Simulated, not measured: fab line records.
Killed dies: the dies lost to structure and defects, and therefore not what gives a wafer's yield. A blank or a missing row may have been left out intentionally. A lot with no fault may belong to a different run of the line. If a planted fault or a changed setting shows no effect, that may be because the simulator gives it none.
A lot that was struck, set against a sound lot	flow sky130	15 steps out of a route of 708
Sound: wafers L263.2, L263.3, L263.5. The struck wafers were L265.1, L265.2, L265.5. The cause is named last.
Order at every step that has rows: each side's tool, ch and its chambers, its first start. Under that, the readings that differ: sound wafers	struck wafers	difference of the means	sigmas: that difference in standard deviations of wafers without a fault.
alike: same words and numbers on both sides, and readings whose means sit less than 2 such deviations apart. not compared: any withheld reading, any reading some wafer has no value for, any bound like >300 that may hide the same value, and any number with overlapping values for which the record gives no deviation.
A row with sigmas, a row that says differs or no value, or rows on one side alone: a step with any of these is where the two part. When numbers do not overlap yet have no deviation, they are printed without sigmas and do not part them. A reading missing from all wafers of one side parts the sides only when that side holds two or more wafers.

SKY_VT_ADJUST_NCORE_STRIP_10: strips in O2/N2.
  sound on plasma asher-01 ch 0,1, day 11 09:34; struck on plasma asher-04 ch 0,1, day 11 18:58
  alike: drypump motor current A, o2 flow sccm, oes product au, strip time to endpoint s
  not compared: rf hours counter h
SKY_VT_ADJUST_NCORE_TW_MEAS_11:
  struck on film metro-02, day 11 19:04; sound on film metro-03, day 11 09:41
reading	sound	struck	difference	sigmas
VT_ADJUST_NCORE_TW	217.7 218.7 217.8	223.5 224.7 223.7	+5.9	+2
then, 7 steps without rows for these wafers: SKY_VT_ADJUST_HVTR_DEHYDRATE_00 (time 60 s); SKY_VT_ADJUST_HVTR_HMDS_01 (prime time 60 s); SKY_VT_ADJUST_HVTR_COAT_02 (resist thk 1140 nm); SKY_VT_ADJUST_HVTR_SOFTBAKE_03 (time 60 s); SKY_VT_ADJUST_HVTR_EXPOSE_04 (exposes mask HVTRM, target cd 380 nm); SKY_VT_ADJUST_HVTR_PEB_05; SKY_VT_ADJUST_HVTR_DEVELOP_06 (develop time 60 s).
SKY_VT_ADJUST_HVTR_CD_MEAS_07 targets a cd of 380 nm.
  struck on cd sem-01, day 12 19:31; sound on cd sem-02, day 12 08:53
  alike: cd nm
SKY_VT_ADJUST_HVTR_OVL_MEAS_08:
  struck on overlay-01, day 12 19:38; sound on overlay-02, day 12 08:59
  alike: VT_ADJUST_HVTR_OVL
after that, 1 step had no rows for these wafers: SKY_VT_ADJUST_HVTR_IMPLANT_09.
SKY_VT_ADJUST_HVTR_STRIP_10: strips in O2/N2.
  sound on plasma asher-02 ch 0,1, day 12 09:10; struck on plasma asher-03 ch 0,1, day 12 19:49
reading	sound	struck	difference	sigmas
oes product au (a.u.)	0.716 0.714 0.712	0.891 0.887 0.889	+0.175	+40
strip time to endpoint s (s)	14.19 14.20 14.20	- - -	no value on the struck wafers	
  alike: drypump motor current A, o2 flow sccm
  not compared: rf hours counter h
SKY_VT_ADJUST_HVTR_TW_MEAS_11:
  struck on film metro-02, day 12 19:55; sound on film metro-02, day 12 09:17
  alike: VT_ADJUST_HVTR_TW
SKY_PAD_OPEN_PROBE_99:
  the record has rows for the sound wafers here (prober-01, day 48 01:43) and none for the struck ones

## WHERE THEY PART
Earliest at SKY_VT_ADJUST_NCORE_TW_MEAS_11; latest, in this record, at SKY_PAD_OPEN_PROBE_99.

WHY: what the simulator had put in
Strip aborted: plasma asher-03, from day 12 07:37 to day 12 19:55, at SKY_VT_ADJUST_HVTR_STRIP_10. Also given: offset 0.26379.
